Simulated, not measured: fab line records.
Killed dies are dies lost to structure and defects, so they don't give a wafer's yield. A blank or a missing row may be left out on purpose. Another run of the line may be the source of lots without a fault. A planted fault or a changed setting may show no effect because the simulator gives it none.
fab line records ; flow sky130
record lots=6; wafers=18; last-day=50
route steps=708 shown FIELD_ISO@31 NWELL@32 DNWELL@35 PWDE@45 PAD_OPEN@708
lots with no fault: from the same line, run without faults
start-h: the number of hours between the record's first day and the start of the first shown wafer of the lot ; wait-h: time in hours since the lot's previous step ; " unchanged from the row above ; L1.1+2: several wafers, shown together as one row ; - no value present, or no start provided ; * or withheld: withheld ; < > ~ a bound
route shown NAME@n: a module of which the file shows steps, and the number in the route of the first ; usual: mean and standard deviation over wafers with no fault ; same: alike in all rows ; chamber/n: place in a boat ; sites: per-site readings ; _std_site: the standard deviation of these ; _edge_site: outer sites' mean less inner sites' ; radius-mm: how far each site lies from the wafer's centre ; mask NAME#n: copy n ; behind: the most recent tool/chamber to have shaped the wafer ; hold: why the lot went on hold/how many hours it stayed there/how the hold came to an end ; device: whichever transistor did not switch (one of n, p or np) ; end of line: the same wafers' tests at the end of the route ; a step given without rows: its recipe and nothing more ; killed: not the wafer's yield, but the dies lost to structure and defects at the first sort ; map: dies across one wafer; x = killed, . = not, _ = none there
set.NAME: the setting that was run; set.NAME@STEP: the one run at that earlier step ; model.NAME: the simulator's own value behind a step, which no gauge read
certain route steps with their lots: each step a table, each wafer a row
services: from which hour (start-h, from the record's first day; less than 0 if before it) a tool's chamber was out of use, for how many hours, and why
## steps
# step SKY_FIELD_ISO_WET_ETCH_30
# recipe chemistry=dHF; target-depth-nm=25; target=SiO2; dilution=10:1; temp-c=25; time-s=50
# step SKY_NWELL_CLEAN_00
# recipe chemistry=SC1/SC2; mix=1:4:20; temp-c=70; time-s=150; dry=n2-spin
# step SKY_NWELL_OXIDATION_01
# recipe temp-c=900; ambient=O2; stabilise-s=600; purge-s=300; target-thk-a=100; ox-time-s=1418
# step SKY_NWELL_THK_MEAS_02
# recipe reads=SiO2_of_NWELL_OXIDATION_01
# usual NWELL_OXIDATION_THK=9.90/0.16
lot.wafer;tool;chamber;start-h;wait-h;NWELL_OXIDATION_THK[nm]
L114.1;film-metro-04;-;63.12;0.0;9.83
L114.3;film-metro-04;-;63.12;0.0;9.86
L114.4;film-metro-04;-;63.12;0.0;9.78
L115.1;film-metro-01;-;71.49;0.0;9.92
L115.2;film-metro-01;-;71.49;0.0;9.95
L115.3;film-metro-01;-;71.49;0.0;9.89
L121.2;film-metro-03;-;100.92;0.0;9.54
L121.3;film-metro-03;-;100.92;0.0;9.51
L121.6;film-metro-03;-;100.92;0.0;9.57
L123.1;film-metro-04;-;110.84;0.0;9.66
L123.2;film-metro-04;-;110.84;0.0;9.82
L123.5;film-metro-04;-;110.84;0.0;9.65
L128.2;film-metro-03;-;134.65;0.0;9.95
L128.5;film-metro-03;-;134.65;0.0;10.02
L128.6;film-metro-03;-;134.65;0.0;9.85
L132.1;film-metro-01;-;154.11;0.0;9.58
L132.3;film-metro-01;-;154.11;0.0;9.54
L132.6;film-metro-01;-;154.11;0.0;9.84
# step SKY_DNWELL_DEHYDRATE_00
# recipe temp-c=200; time-s=60
# step SKY_DNWELL_HMDS_01
# recipe prime-time-s=60; prime-temp-c=120
# step SKY_DNWELL_COAT_02
# recipe spin-rpm=2000; resist-thk-nm=3000
# step SKY_DNWELL_SOFTBAKE_03
# recipe temp-c=110; time-s=withheld
# step SKY_DNWELL_EXPOSE_04
# recipe mask-id=DNM; na=0.57; target-cd-nm=3000; dose-mj=222
# step SKY_DNWELL_PEB_05
# recipe temp-c=115; time-s=withheld
# step SKY_DNWELL_DEVELOP_06
# recipe wall-angle-deg=90; developer=TMAH; develop-time-s=60; dev-temp-c=23
# step SKY_DNWELL_IMPLANT_07
# recipe species=P; energy-kev=withheld; dose-cm2=withheld; tilt-deg=withheld
# step SKY_DNWELL_STRIP_08
# recipe chemistry=O2/N2; power-w=1400; pressure-mtorr=1500; platen-temp-c=withheld; o2-flow-sccm=3000; n2-flow-sccm=300; overash-fraction=0.5
# usual drypump-motor-current-A=5.9/0.54; o2-flow-sccm=3001/9.3; oes-product-au=0.722/0.0046; strip-time-to-endpoint-s=37.00/0.099
# same overash-fraction=0.5
lot.wafer;tool;chamber;start-h;wait-h;drypump-motor-current-A;o2-flow-sccm;oes-product-au;rf-hours-counter-h;strip-time-to-endpoint-s
L114.1;plasma-asher-03;0;79.05;0.1;6.2;3016;0.721;40;36.95
L114.3;plasma-asher-03;0;79.05;0.1;6.2;3000;0.731;-;36.95
L114.4;plasma-asher-03;1;79.05;0.1;5.3;3007;0.724;-;36.93
L115.1;plasma-asher-03;0;87.51;0.1;6.2;3007;0.718;41;36.90
L115.2;plasma-asher-03;1;87.51;0.1;5.3;3009;0.725;41;36.89
L115.3;plasma-asher-03;1;87.51;0.1;5.3;3008;0.723;-;36.85
L121.2;plasma-asher-02;0;118.00;0.1;5.8;2993;0.711;29;37.02
L121.3;plasma-asher-02;0;118.00;0.1;5.8;2990;0.724;-;36.98
L121.6;plasma-asher-02;1;118.00;0.1;6.5;2978;0.714;-;36.85
L123.1;plasma-asher-04;1;128.85;0.1;6.7;3004;0.722;47;37.03
L123.2;plasma-asher-04;0;128.85;0.1;5.1;3004;0.721;47;37.08
L123.5;plasma-asher-04;0;128.85;0.1;5.1;2998;0.720;-;37.08
L128.2;plasma-asher-03;0;154.23;0.1;6.2;2986;0.714;2;36.89
L128.5;plasma-asher-03;1;154.23;0.1;5.3;3018;0.727;-;36.95
L128.6;plasma-asher-03;0;154.23;0.1;6.2;2978;0.713;-;36.93
L132.1;plasma-asher-02;1;175.35;0.1;6.4;2999;0.721;35;37.04
L132.3;plasma-asher-02;1;175.35;0.1;6.5;2990;0.716;-;37.02
L132.6;plasma-asher-02;1;175.35;0.1;6.5;3011;0.718;-;36.88
# step SKY_DNWELL_TW_MEAS_09
# usual DNWELL_TW=1119/11
lot.wafer;tool;chamber;start-h;wait-h;DNWELL_TW
L114.1;film-metro-04;-;79.15;0.1;1127
L114.3;film-metro-04;-;79.15;0.1;1121
L114.4;film-metro-04;-;79.15;0.1;1123
L115.1;film-metro-04;-;87.61;0.1;1123
L115.2;film-metro-04;-;87.61;0.1;1126
L115.3;film-metro-04;-;87.61;0.1;1128
L121.2;film-metro-03;-;118.11;0.1;1106
L121.3;film-metro-03;-;118.11;0.1;1110
L121.6;film-metro-03;-;118.11;0.1;1109
L123.1;film-metro-03;-;128.95;0.1;1104
L123.2;film-metro-03;-;128.95;0.1;1104
L123.5;film-metro-03;-;128.95;0.1;1102
L128.2;film-metro-03;-;154.34;0.1;1099
L128.5;film-metro-03;-;154.34;0.1;1107
L128.6;film-metro-03;-;154.34;0.1;1098
L132.1;film-metro-01;-;175.45;0.1;1119
L132.3;film-metro-01;-;175.45;0.1;1113
L132.6;film-metro-01;-;175.45;0.1;1120
# step SKY_PWDE_DEHYDRATE_00
# recipe temp-c=200; time-s=60
# step SKY_PWDE_HMDS_01
# recipe prime-time-s=60; prime-temp-c=120
# step SKY_PWDE_COAT_02
# recipe spin-rpm=2000; resist-thk-nm=3000
# step SKY_PWDE_SOFTBAKE_03
# recipe temp-c=110; time-s=withheld
# step SKY_PWDE_EXPOSE_04
# recipe mask-id=PWDEM; na=0.6; source-shape=conventional; sigma-outer=0.6; polarization=unpolarized; target-cd-nm=840; dose-mj=214
# step SKY_PWDE_PEB_05
# recipe temp-c=115; time-s=withheld
# step SKY_PWDE_DEVELOP_06
# recipe wall-angle-deg=90; developer=TMAH; develop-time-s=60; dev-temp-c=23
# step SKY_PWDE_OVL_MEAS_07
# usual PWDE_OVL=-0.4/1.5
lot.wafer;tool;chamber;start-h;wait-h;PWDE_OVL[nm]
L114.1;overlay-01;-;96.60;-;1.2
L114.3;overlay-01;-;96.60;-;0.1
L114.4;overlay-01;-;96.60;-;-0.4
L115.1;overlay-01;-;105.18;-;-1.1
L115.2;overlay-01;-;105.18;-;-2.3
L115.3;overlay-01;-;105.18;-;-1.7
L121.2;overlay-01;-;136.81;-;-2.1
L121.3;overlay-01;-;136.81;-;-2.0
L121.6;overlay-01;-;136.81;-;-0.4
L123.1;overlay-02;-;148.60;-;-0.3
L123.2;overlay-02;-;148.60;-;-0.9
L123.5;overlay-02;-;148.60;-;-0.9
L128.2;overlay-01;-;175.29;-;-1.5
L128.5;overlay-01;-;175.29;-;-0.6
L128.6;overlay-01;-;175.29;-;-0.6
L132.1;overlay-02;-;196.95;-;-0.8
L132.3;overlay-02;-;196.95;-;-0.1
L132.6;overlay-02;-;196.95;-;-1.9
# step SKY_PWDE_IMPLANT_08
# recipe species=B; energy-kev=150; dose-cm2=3.6e+12; tilt-deg=withheld
# step SKY_PWDE_STRIP_09
# recipe chemistry=O2/N2; power-w=1400; pressure-mtorr=1500; platen-temp-c=withheld; o2-flow-sccm=3000; n2-flow-sccm=300; overash-fraction=0.5
# usual drypump-motor-current-A=5.7/0.73; o2-flow-sccm=3000/9.3; oes-product-au=0.722/0.0047; strip-time-to-endpoint-s=36.95/0.12
# same overash-fraction=0.5
lot.wafer;tool;chamber;start-h;wait-h;drypump-motor-current-A;o2-flow-sccm;oes-product-au;rf-hours-counter-h;strip-time-to-endpoint-s
L114.1;plasma-asher-04;1;96.79;0.1;6.7;2992;0.727;43;37.08
L114.3;plasma-asher-04;0;96.79;0.1;5.2;3010;0.719;-;37.19
L114.4;plasma-asher-04;1;96.79;0.1;6.7;3002;0.728;-;37.01
L115.1;plasma-asher-04;0;105.37;0.1;5.1;2992;0.719;44;37.09
L115.2;plasma-asher-04;1;105.37;0.1;6.7;3004;0.726;44;36.91
L115.3;plasma-asher-04;0;105.37;0.1;5.1;2998;0.715;-;37.03
L121.2;plasma-asher-01;1;136.99;0.1;5.2;2996;0.718;46;37.07
L121.3;plasma-asher-01;0;136.99;0.1;4.9;3009;0.725;-;36.98
L121.6;plasma-asher-01;1;136.99;0.1;5.2;2995;0.722;-;37.17
L123.1;plasma-asher-04;1;148.79;0.1;6.7;3010;0.724;49;36.95
L123.2;plasma-asher-04;0;148.79;0.1;5.1;3001;0.719;49;36.91
L123.5;plasma-asher-04;1;148.79;0.1;6.7;3001;0.724;-;36.90
L128.2;plasma-asher-04;1;175.47;0.1;6.7;3018;0.721;52;36.89
L128.5;plasma-asher-04;1;175.47;0.1;6.7;3021;0.721;-;36.81
L128.6;plasma-asher-04;0;175.47;0.1;5.1;3004;0.719;-;36.88
L132.1;plasma-asher-04;0;197.14;0.1;5.1;3000;0.717;54;36.91
L132.3;plasma-asher-04;0;197.14;0.1;5.1;2987;0.724;-;36.89
L132.6;plasma-asher-04;1;197.14;0.1;6.7;3001;0.727;-;36.74
# step SKY_PWDE_TW_MEAS_10
# usual PWDE_TW=375/3.4
lot.wafer;tool;chamber;start-h;wait-h;PWDE_TW
L114.1;film-metro-03;-;96.89;0.1;370
L114.3;film-metro-03;-;96.89;0.1;371
L114.4;film-metro-03;-;96.89;0.1;372
L115.1;film-metro-01;-;105.47;0.1;376
L115.2;film-metro-01;-;105.47;0.1;378
L115.3;film-metro-01;-;105.47;0.1;376
L121.2;film-metro-04;-;137.10;0.1;379
L121.3;film-metro-04;-;137.10;0.1;380
L121.6;film-metro-04;-;137.10;0.1;378
L123.1;film-metro-04;-;148.89;0.1;381
L123.2;film-metro-04;-;148.89;0.1;379
L123.5;film-metro-04;-;148.89;0.1;383
L128.2;film-metro-04;-;175.58;0.1;378
L128.5;film-metro-04;-;175.58;0.1;377
L128.6;film-metro-04;-;175.58;0.1;378
L132.1;film-metro-01;-;197.24;0.1;378
L132.3;film-metro-01;-;197.24;0.1;379
L132.6;film-metro-01;-;197.24;0.1;379
# step SKY_NWELL_DEHYDRATE_03
# recipe temp-c=200; time-s=60
# step SKY_NWELL_HMDS_04
# recipe prime-time-s=60; prime-temp-c=120
# step SKY_NWELL_COAT_05
# recipe spin-rpm=2000; resist-thk-nm=3000
# step SKY_NWELL_SOFTBAKE_06
# recipe temp-c=110; time-s=withheld
# step SKY_NWELL_EXPOSE_07
# recipe mask-id=NWM; na=0.6; source-shape=conventional; sigma-outer=0.6; polarization=unpolarized; target-cd-nm=840; dose-mj=255
# step SKY_NWELL_PEB_08
# recipe temp-c=115; time-s=withheld
# step SKY_NWELL_DEVELOP_09
# recipe wall-angle-deg=90; developer=TMAH; develop-time-s=60; dev-temp-c=23
# step SKY_NWELL_OVL_MEAS_10
# usual NWELL_00_OVL=-0.3/1.4
lot.wafer;tool;chamber;start-h;wait-h;NWELL_00_OVL[nm]
L114.1;overlay-01;-;114.43;-;2.3
L114.3;overlay-01;-;114.43;-;-1.6
L114.4;overlay-01;-;114.43;-;1.4
L115.1;overlay-02;-;122.76;-;-0.6
L115.2;overlay-02;-;122.76;-;-2.2
L115.3;overlay-02;-;122.76;-;-2.1
L121.2;overlay-01;-;156.59;-;1.2
L121.3;overlay-01;-;156.59;-;1.2
L121.6;overlay-01;-;156.59;-;0.7
L123.1;overlay-01;-;168.48;-;-2.8
L123.2;overlay-01;-;168.48;-;0.2
L123.5;overlay-01;-;168.48;-;-0.6
L128.2;overlay-01;-;197.19;-;1.7
L128.5;overlay-01;-;197.19;-;2.0
L128.6;overlay-01;-;197.19;-;-0.1
L132.1;overlay-02;-;219.01;-;-1.3
L132.3;overlay-02;-;219.01;-;1.0
L132.6;overlay-02;-;219.01;-;-0.9
# step SKY_NWELL_IMPLANT_11
# recipe species=P; energy-kev=400; dose-cm2=1.9e+13; tilt-deg=withheld
# step SKY_NWELL_IMPLANT_12
# recipe species=P; energy-kev=120; dose-cm2=1.3e+12; tilt-deg=withheld
# step SKY_NWELL_IMPLANT_13
# recipe species=P; energy-kev=50; dose-cm2=7e+11; tilt-deg=withheld
# step SKY_NWELL_STRIP_14
# recipe chemistry=O2/N2; power-w=1400; pressure-mtorr=1500; platen-temp-c=withheld; o2-flow-sccm=3000; n2-flow-sccm=300; overash-fraction=0.5
# usual drypump-motor-current-A=5.5/0.57; o2-flow-sccm=3000/9.2; oes-product-au=0.723/0.0044; strip-time-to-endpoint-s=36.94/0.095
# same overash-fraction=0.5
lot.wafer;tool;chamber;start-h;wait-h;drypump-motor-current-A;o2-flow-sccm;oes-product-au;rf-hours-counter-h;strip-time-to-endpoint-s
L114.1;plasma-asher-02;1;114.92;0.1;6.5;2996;0.729;28;36.98
L114.3;plasma-asher-02;0;114.92;0.1;5.8;2995;0.731;-;36.89
L114.4;plasma-asher-02;1;114.92;0.1;6.5;2994;0.730;-;36.95
L115.1;plasma-asher-01;1;123.25;0.1;5.2;3021;0.722;44;36.97
L115.2;plasma-asher-01;0;123.25;0.1;4.8;3000;0.720;44;36.94
L115.3;plasma-asher-01;1;123.25;0.1;5.2;3008;0.722;-;36.85
L121.2;plasma-asher-02;0;157.07;0.1;5.8;2984;0.721;33;37.00
L121.3;plasma-asher-02;1;157.07;0.1;6.4;3002;0.716;-;37.06
L121.6;plasma-asher-02;1;157.07;0.1;6.5;2995;0.729;-;36.98
L123.1;plasma-asher-02;0;168.97;0.1;5.8;3008;0.727;34;36.98
L123.2;plasma-asher-02;1;168.97;0.1;6.5;3014;0.726;34;36.99
L123.5;plasma-asher-02;0;168.97;0.1;5.8;2995;0.722;-;36.93
L128.2;plasma-asher-03;0;197.67;0.1;6.2;3007;0.720;7;36.97
L128.5;plasma-asher-03;0;197.67;0.1;6.2;2991;0.723;-;37.07
L128.6;plasma-asher-03;1;197.67;0.1;5.3;2988;0.726;-;36.98
L132.1;plasma-asher-01;1;219.50;0.1;5.2;3002;0.723;54;36.89
L132.3;plasma-asher-01;0;219.50;0.1;4.8;3005;0.724;-;36.85
L132.6;plasma-asher-01;0;219.50;0.1;4.9;3010;0.725;-;36.77
# step SKY_NWELL_TW_MEAS_15
# usual NWELL_TW=1826/17
lot.wafer;tool;chamber;start-h;wait-h;NWELL_TW
L114.1;film-metro-04;-;115.02;0.1;1848
L114.3;film-metro-04;-;115.02;0.1;1844
L114.4;film-metro-04;-;115.02;0.1;1848
L115.1;film-metro-03;-;123.35;0.1;1808
L115.2;film-metro-03;-;123.35;0.1;1792
L115.3;film-metro-03;-;123.35;0.1;1790
L121.2;film-metro-01;-;157.18;0.1;1827
L121.3;film-metro-01;-;157.18;0.1;1827
L121.6;film-metro-01;-;157.18;0.1;1818
L123.1;film-metro-01;-;169.07;0.1;1812
L123.2;film-metro-01;-;169.07;0.1;1825
L123.5;film-metro-01;-;169.07;0.1;1819
L128.2;film-metro-03;-;197.78;0.1;1802
L128.5;film-metro-03;-;197.78;0.1;1801
L128.6;film-metro-03;-;197.78;0.1;1794
L132.1;film-metro-01;-;219.60;0.1;1808
L132.3;film-metro-01;-;219.60;0.1;1802
L132.6;film-metro-01;-;219.60;0.1;1811
# step SKY_NWELL_DEHYDRATE_16
# recipe temp-c=200; time-s=60
# step SKY_NWELL_HMDS_17
# recipe prime-time-s=60; prime-temp-c=120
# step SKY_NWELL_COAT_18
# recipe spin-rpm=2000; resist-thk-nm=3000
# step SKY_NWELL_SOFTBAKE_19
# recipe temp-c=110; time-s=withheld
# step SKY_PAD_OPEN_PROBE_99
# usual killed_at_M0_to_M3=44/7.4; killed_at_M4_up=3.1/1.8; killed-at-contacts=24/5.6; killed-at-front-end=15/4.9; killed-at-other=0.4/0.59; killed-dies=87/9.8; killed-open=47/7.2; killed-short=39/6.8
# same gross-dies=492; killed-at-back-side=0
lot.wafer;tool;chamber;start-h;wait-h;killed_at_M0_to_M3;killed_at_M4_up;killed-at-contacts;killed-at-front-end;killed-at-other;killed-dies;killed-open;killed-short
L114.1;prober-02;-;1109.09;0.1;37;8;22;49;0;116;49;45
L114.3;prober-02;-;1109.19;0.2;53;2;22;42;1;120;45;52
L114.4;prober-02;-;1109.24;0.2;44;2;20;78;2;146;48;30
L115.1;prober-01;-;1120.59;0.1;37;3;25;38;0;103;42;37
L115.2;prober-01;-;1120.64;0.1;34;6;17;93;0;150;32;43
L115.3;prober-01;-;1120.69;0.2;35;3;16;82;0;136;37;31
L128.2;prober-02;-;1184.55;0.1;46;6;32;19;0;103;52;51
L128.5;prober-02;-;1184.70;0.2;39;0;23;14;0;76;41;35
L128.6;prober-02;-;1184.75;0.2;42;4;25;12;0;83;42;41
# killed by level:class
L114.1 DNWELL:unspecified=21 VIA1:geometric-particle:open=16 POLY_GATE:geometric-particle:short=9 CONTACT:geometric-particle:open=6 LI_CONTACT:geometric-particle:short=6 LI_CONTACT:geometric-particle:open=6 METAL4:geometric-particle:short=6 FIELD_ISO:geometric-particle:open=5
L114.3 DNWELL:unspecified=21 VIA2:geometric-particle:open=10 VIA1:geometric-particle:short=9 CONTACT:geometric-particle:open=8 METAL2:geometric-particle:short=8 CONTACT:geometric-particle:short=6 VIA2:geometric-particle:short=5 FIELD_ISO:geometric-particle:short=5
L114.4 DNWELL:unspecified=66 CONTACT:geometric-particle:open=11 VIA1:geometric-particle:open=10 VIA2:geometric-particle:open=8 VIA3:geometric-particle:open=8 METAL1:geometric-particle:short=7 LI_CONTACT:geometric-particle:open=4 VIA1:geometric-particle:short=4
L115.1 DNWELL:unspecified=24 VIA1:geometric-particle:open=12 CONTACT:geometric-particle:open=11 METAL1:geometric-particle:short=6 LI_CONTACT:geometric-particle:open=5 CONTACT:geometric-particle:short=5 FIELD_ISO:geometric-particle:open=4 POLY_GATE:geometric-particle:short=4
L115.2 DNWELL:unspecified=75 METAL1:geometric-particle:short=8 FIELD_ISO:geometric-particle:short=6 METAL4:geometric-particle:short=6 FIELD_ISO:geometric-particle:open=5 CONTACT:geometric-particle:short=5 CONTACT:geometric-particle:open=5 VIA3:geometric-particle:open=5
L115.3 DNWELL:unspecified=68 VIA1:geometric-particle:open=8 CONTACT:geometric-particle:open=7 METAL2:geometric-particle:short=6 VIA3:geometric-particle:open=6 LOCAL_INTERCONNECT:geometric-particle:short=5 VIA2:geometric-particle:open=5 FIELD_ISO:geometric-particle:short=4
L128.2 CONTACT:geometric-particle:open=11 VIA1:geometric-particle:open=9 VIA3:geometric-particle:open=9 METAL2:geometric-particle:short=8 LOCAL_INTERCONNECT:geometric-particle:short=7 FIELD_ISO:geometric-particle:open=6 CONTACT:geometric-particle:short=6 METAL4:geometric-particle:short=6
L128.5 CONTACT:geometric-particle:open=10 VIA1:geometric-particle:open=8 CONTACT:geometric-particle:short=6 METAL2:geometric-particle:short=6 VIA2:geometric-particle:open=6 FIELD_ISO:geometric-particle:short=5 POLY_GATE:geometric-particle:short=5 LI_CONTACT:geometric-particle:open=5
L128.6 METAL1:geometric-particle:short=11 VIA1:geometric-particle:open=11 LI_CONTACT:geometric-particle:open=8 CONTACT:geometric-particle:short=8 CONTACT:geometric-particle:open=6 VIA3:geometric-particle:open=5 FIELD_ISO:geometric-particle:open=4 METAL2:geometric-particle:short=4
# map L114.4 (x killed, . not)
__________...xx.x.x._________
________........x.xx.._______
______.x............x..._____
_____.....x..x..x........____
____.x.x..x.....x.....x...___
___x.....xxxx.x.xx.....x...__
__.xx...x.xxxxxxxx.xx......._
_..x...xxxxxxxxxxxx...x...x..
_........xxxxxxxxx..x....x.x.
_...x.x.xxxxxxxxxx...x.......
_..x.x...xxxxxxxxx.x.....x...
_.....x..xxxxxxx.x...........
_....x...xx.xxxxx......xx...x
_........x....x.xx....x......
_x.....x....x.....x....x.....
__.......xx...x.......x...x._
___...........xx..x........__
____...x............x..x.x___
_____.xx..........x..x...____
______...xx.x..........._____
________.....x.xx..x.._______
__________.........x_________
# map L115.2 (x killed, . not)
__________x....x.xx._________
________.............._______
______x...xxx......xxxxx_____
_____...............x.xx.____
____.......xx.x.....x...x.___
___....x.xxxxx.............__
__x...x..xxxxxxxx.....x....._
_..x..x..xxxxxxxxx........x..
_.x......xxxxxxxxx..xxx......
_......xxxxxxxxxxxx..........
_......xxxxxxxxxxx...........
_x.......xxxxxxxxx......x....
_..xx.x...x.xxxxxx....x......
_........xx.x.x.........xx...
_x...x.....x..x....x.........
__..x...x....x......xx...x.._
___......x....x..x..x..xx..__
____.x...x..x........xx.xx___
_____........x....x......____
______...x..........xx.._____
________..x.xx.x.x...x_______
__________.x........_________
## services
tool;chamber;start-h;hours;kind
plasma-asher-03;-;92.47;28.1;pm
plasma-asher-01;-;95.61;7.7;repair
plasma-asher-03;-;120.57;9.0;pm
plasma-asher-03;0;120.57;9.0;vent-cycle
plasma-asher-03;1;120.57;9.0;vent-cycle
plasma-asher-03;0;129.57;-;clean
plasma-asher-03;1;129.57;-;clean
plasma-asher-01;-;148.70;0.9;repair
plasma-asher-02;-;180.28;14.6;pm
plasma-asher-01;-;203.24;1.8;repair
## key
first-sign step=SKY_PAD_OPEN_PROBE_99; reading=killed-at-front-end; direction=up; sigmas=9.8; usual=15; struck=64
effect step=SKY_PAD_OPEN_PROBE_99; reading=killed-dies; direction=up; sigmas=4.3; usual=87; struck=128; wafers-moved=5
met-at SKY_DNWELL_STRIP_08
struck-wafers L114.1,L114.3,L114.4,L115.1,L115.2,L115.3
tester-left-out L114,L115
fault kind=chamber-particle-source; tool=plasma-asher-03; chamber=-; onset-h=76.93; steps=SKY_DNWELL_STRIP_08; rate-per-visit-cm2=1.9524; end-h=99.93
# tester-left-out: of these lots the tester's yield and bins aren't shown, on N5 and GAA mostly nor the transistor test; their killed dies are dies lost to structure and defects alone, not to doping, threshold or leakage, so they don't give the yield
